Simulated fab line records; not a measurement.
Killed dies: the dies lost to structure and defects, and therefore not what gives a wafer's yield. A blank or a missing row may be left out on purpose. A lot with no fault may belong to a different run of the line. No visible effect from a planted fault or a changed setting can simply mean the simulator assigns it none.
Which tool was responsible? :: flow gf180mcu :: 11 lots, 33 wafers sampled, at 4 steps of a route of 602

WHAT EACH GAUGE READ, for each wafer
GF_V1_THK_MEAS_03.
lot: L397
measured: day 16 21:16
on: film_metro-01
V1_CVD_02_THK (nm): 837 831 845

lot: L398
measured: day 17 14:59
on: film_metro-01
V1_CVD_02_THK (nm): 850 860 856

lot: L399
measured: day 17 19:24
on: film_metro-02
V1_CVD_02_THK (nm): 834 835 845

lot: L400
measured: day 18 15:19
on: film_metro-03
V1_CVD_02_THK (nm): 937 950 940

lot: L401
measured: day 18 20:01
on: film_metro-03
V1_CVD_02_THK (nm): 945 933 962

lot: L402
measured: day 19 19:34
on: film_metro-03
V1_CVD_02_THK (nm): 835 837 850

lot: L410
measured: day 21 22:03
on: film_metro-03
V1_CVD_02_THK (nm): 853 848 864

lot: L411
measured: day 22 05:33
on: film_metro-02
V1_CVD_02_THK (nm): 832 827 849

lot: L412
measured: day 22 15:05
on: film_metro-03
V1_CVD_02_THK (nm): 816 829 843

lot: L413
measured: day 23 00:35
on: film_metro-01
V1_CVD_02_THK (nm): 840 855 844

lot: L415
measured: day 23 11:41
on: film_metro-01
V1_CVD_02_THK (nm): 830 850 853

WHAT TOOL EACH LOT RAN ON (gives the tool, then ch and the chambers of the sampled wafers, and finally the start)
lot: L397
GF_M1_SPUTTER_03: pvd_sputter-01, day 15 22:30
GF_M1_METAL_ETCH_16: rie_metal-04 ch 0,1, day 16 20:25
GF_V1_CVD_02: pecvd-02 ch 0,1,2, day 16 21:11

lot: L398
GF_M1_SPUTTER_03: pvd_sputter-04, day 16 14:16
GF_M1_METAL_ETCH_16: rie_metal-02 ch 0,1, day 17 14:02
GF_V1_CVD_02: pecvd-03 ch 0,2, day 17 14:55

lot: L399
GF_M1_SPUTTER_03: pvd_sputter-01, day 16 19:30
GF_M1_METAL_ETCH_16: rie_metal-02 ch 0,1, day 17 18:28
GF_V1_CVD_02: pecvd-03 ch 0,2, day 17 19:20

lot: L400
GF_M1_SPUTTER_03: pvd_sputter-02, day 17 16:26
GF_M1_METAL_ETCH_16: rie_metal-04 ch 0,1, day 18 14:04
GF_V1_CVD_02: pecvd-03 ch 0,1,2, day 18 15:14

lot: L401
GF_M1_SPUTTER_03: pvd_sputter-01, day 17 19:44
GF_M1_METAL_ETCH_16: rie_metal-03 ch 0,1, day 18 19:05
GF_V1_CVD_02: pecvd-03 ch 0,2, day 18 19:56

lot: L402
GF_M1_SPUTTER_03: pvd_sputter-02, day 18 18:46
GF_M1_METAL_ETCH_16: rie_metal-03 ch 0,1, day 19 18:43
GF_V1_CVD_02: pecvd-04 ch 0,2, day 19 19:29

lot: L410
GF_M1_SPUTTER_03: pvd_sputter-04, day 20 21:32
GF_M1_METAL_ETCH_16: rie_metal-02 ch 0,1, day 21 21:13
GF_V1_CVD_02: pecvd-03 ch 0,2, day 21 21:59

lot: L411
GF_M1_SPUTTER_03: pvd_sputter-04, day 21 05:02
GF_M1_METAL_ETCH_16: rie_metal-04 ch 0,1, day 22 04:41
GF_V1_CVD_02: pecvd-03 ch 0,1, day 22 05:28

lot: L412
GF_M1_SPUTTER_03: pvd_sputter-01, day 21 15:07
GF_M1_METAL_ETCH_16: rie_metal-03 ch 0, day 22 14:05
GF_V1_CVD_02: pecvd-04 ch 0,1,2, day 22 15:01

lot: L413
GF_M1_SPUTTER_03: pvd_sputter-01, day 22 00:14
GF_M1_METAL_ETCH_16: rie_metal-02 ch 0,1, day 22 23:43
GF_V1_CVD_02: pecvd-03 ch 0,1, day 23 00:31

lot: L415
GF_M1_SPUTTER_03: pvd_sputter-01, day 22 12:12
GF_M1_METAL_ETCH_16: rie_metal-04 ch 0, day 23 10:44
GF_V1_CVD_02: pecvd-02 ch 0,1, day 23 11:36
- GF_M1_SPUTTER_03: material Ti, target thk 10 nm, time 6.7 s.
- GF_M1_METAL_ETCH_16: etches the open film in Cl2/BCl3, stops on SiO2, target depth 627.5 nm, time 104.6 s.
- GF_V1_CVD_02: deposits SiO2 from TEOS, target thk 850 nm, time 94.851 s.

THE ANSWER, worked out from the rows above alone
Rule: usual is defined by the lots themselves. Put in order of their means at a reading, lots are off if they are a third of the lots or fewer, leave a main group of 4 or more, and stand apart from it by a gap of 3 or more times the standard deviation of the main group's means; of several such gaps the widest counts. Not used: any main group whose means are identical at the precision the tables above print for the reading. Also off: a lot with no number at a reading for which 4 or more lots have one. Where the step has rows for the other lots, those lots are counted as sound.
Off: at GF_V1_THK_MEAS_03 (V1_CVD_02_THK), L400, L401. For the main group the mean is 843 nm and the standard deviation 8.2.
A tool fits if, at a process step before that reading, it ran every lot that is off, and no sound lot after the first of them. The gauges at GF_V1_THK_MEAS_03 are tried like those tools. Of those tried, none fits.

WHAT THE SIMULATOR PUT IN
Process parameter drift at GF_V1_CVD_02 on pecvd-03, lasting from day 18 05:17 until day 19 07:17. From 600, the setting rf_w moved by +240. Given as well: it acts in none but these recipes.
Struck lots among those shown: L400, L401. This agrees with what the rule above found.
